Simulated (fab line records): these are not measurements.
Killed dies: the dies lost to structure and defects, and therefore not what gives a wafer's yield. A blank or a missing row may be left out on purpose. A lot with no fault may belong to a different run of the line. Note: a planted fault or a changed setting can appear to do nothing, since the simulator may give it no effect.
The tool behind it: which one? + flow sky130 + route of 708 steps, sampled at 1 step: 6 lots, 18 wafers

WHAT EACH GAUGE READ, for each wafer
SKY_LDD_HVN_TW_MEAS_10.
| lot  | measured     | on            | LDD_HVN_TW     |
|------|--------------|---------------|----------------|
| L669 | day 20 16:34 | film-metro-03 | 1431 1428 1428 |
| L672 | day 22 01:26 | film-metro-02 | 1440 1448 1446 |
| L677 | day 23 19:47 | film-metro-03 | 1416 1430 1417 |
| L681 | day 25 12:37 | film-metro-01 | 1434 1435 1442 |
| L685 | day 26 21:58 | film-metro-01 | 1443 1435 1436 |
| L690 | day 28 12:22 | film-metro-01 | 1442 1427 1442 |

WHAT TOOL EACH LOT RAN ON (gives the tool, then ch and the chambers of the sampled wafers, and finally the start)
Before these readings, the record contains no process step.

THE ANSWER, worked out from the rows above alone
Rule: usual is defined by the lots themselves. The widest of any qualifying gaps counts: lots, ordered by their means at a reading, are off when they make up no more than a third of the lots, leave a main group of 4 or more, and stand apart from it by 3 or more times the standard deviation of that group's means. The tables above print the reading to a certain number of digits; a main group whose means all agree to those digits is not used. Also off: a lot with no number at a reading for which 4 or more lots have one. All remaining lots with rows at the step are treated as sound.
None of the lots is off at any reading shown; this tells nothing.

WHAT THE SIMULATOR PUT IN
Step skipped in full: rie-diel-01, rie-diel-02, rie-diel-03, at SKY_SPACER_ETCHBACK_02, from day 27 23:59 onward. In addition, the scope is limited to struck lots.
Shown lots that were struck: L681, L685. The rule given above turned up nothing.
